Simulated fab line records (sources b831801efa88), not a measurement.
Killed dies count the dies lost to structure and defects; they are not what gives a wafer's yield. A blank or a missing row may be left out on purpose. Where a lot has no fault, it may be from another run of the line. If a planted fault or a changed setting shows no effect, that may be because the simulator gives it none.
Struck lot and sound lot, side by side | flow sky130 | 15 steps out of a route of 708
Sound: these wafers, L106.2, L106.4, L106.6. Wafers struck: L101.3, L101.5, L101.6. The cause is given at the end.
At each step with rows: each side's tool, then ch and its chambers, then its first start. Under that, the readings that differ: sound wafers | struck wafers | difference of the means | sigmas: that difference in standard deviations of wafers without a fault.
alike: readings whose means differ by less than 2 such deviations, and words and numbers that are the same on both sides. not compared: withheld readings, readings that some wafer has no value for, bounds like >300 that may hide the same value, and numbers for which the record gives no deviation and whose values overlap.
Wherever a step has rows on one side only, a row that says differs or no value, or a row with sigmas, the two part there. Numbers that have no deviation but don't overlap get no sigmas and don't part them. A reading missing from all wafers of one side parts the sides only when that side holds two or more wafers.

first, 3 steps without rows for these wafers: SKY_RES_PROTECT_PEB_05; SKY_RES_PROTECT_DEVELOP_06 (develop time 60 s); SKY_POLY_GATE_IMPLANT_02.
SKY_RES_PROTECT_STRIP_07: strips in O2/N2.
  sound on plasmaAsher-02 ch 0,1, day 21 10:10; struck on plasmaAsher-02 ch 0,1, day 19 14:02
reading                  | sound             | struck            | difference | sigmas
stripTimeToEndpointS (s) | 23.29 23.33 23.31 | 23.18 23.19 23.14 | -0.14      | -3
  alike: drypumpMotorCurrentA, oesProductAu
  not compared: rfHoursCounterH
SKY_RES_PROTECT_TW_MEAS_08:
  sound: filmMetro-01 at day 21 10:16; struck: filmMetro-01 at day 19 14:08
  alike: POLY_GATE_TW
then, 2 steps without rows for these wafers: SKY_RES_PROTECT_CLEAN_09 (cleans in SC1/SC2, time 150 s); SKY_POLY_GATE_CVD_03 (deposits Si3N4 from DCS/NH3, target thk 75 nm, time 1290 s).
SKY_POLY_GATE_THK_MEAS_04:
  sound: filmMetro-01 at day 21 13:34; struck: filmMetro-01 at day 19 17:17
  alike: POLY_GATE_CVD_03_THK
then, 4 steps without rows for these wafers: SKY_POLY_GATE_DEHYDRATE_05 (time 60 s); SKY_POLY_GATE_HMDS_06 (prime time 60 s); SKY_POLY_GATE_COAT_07 (resist thk 110 nm); SKY_POLY_GATE_COAT_08 (resist thk 450 nm).
SKY_POLY_GATE_SOFTBAKE_09: time 90 s.
  sound on lithoTrack-04 ch 0, day 22 04:00; struck on lithoTrack-01 ch 0, day 20 08:00
reading               | sound                | struck               | difference | sigmas
heaterPowerTotalW (W) | 57.53 57.51 57.41    | 62.14 62.04 61.93    | +4.55      | +41
runLengthS (s)        | 119.18 119.11 119.07 | 100.66 100.39 100.55 | -18.59     | -98
then, 1 step without rows for these wafers: SKY_POLY_GATE_EXPOSE_10 (exposes mask P1M, target cd 150 nm).
-- the record jumps here: 29 days lie between the struck wafers' starts before and after (it left off in module POLY_GATE and takes up again in module PAD_OPEN, whose first step shown is number 708 of the route) --
SKY_PAD_OPEN_PROBE_99:
  sound: prober-01 at day 50 02:14; struck: prober-01 at day 48 21:46
  alike: killed_at_M0_to_M3, killed_at_M4_up, killedAtContacts, killedAtFrontEnd, killedAtOther, killedDies, killedOpen, killedShort

WHERE THEY PART
At SKY_RES_PROTECT_STRIP_07 first; at SKY_POLY_GATE_SOFTBAKE_09 last (within this record only). Later steps at which nothing parts them and some readings are alike: SKY_PAD_OPEN_PROBE_99.

WHY: the cause the simulator had injected
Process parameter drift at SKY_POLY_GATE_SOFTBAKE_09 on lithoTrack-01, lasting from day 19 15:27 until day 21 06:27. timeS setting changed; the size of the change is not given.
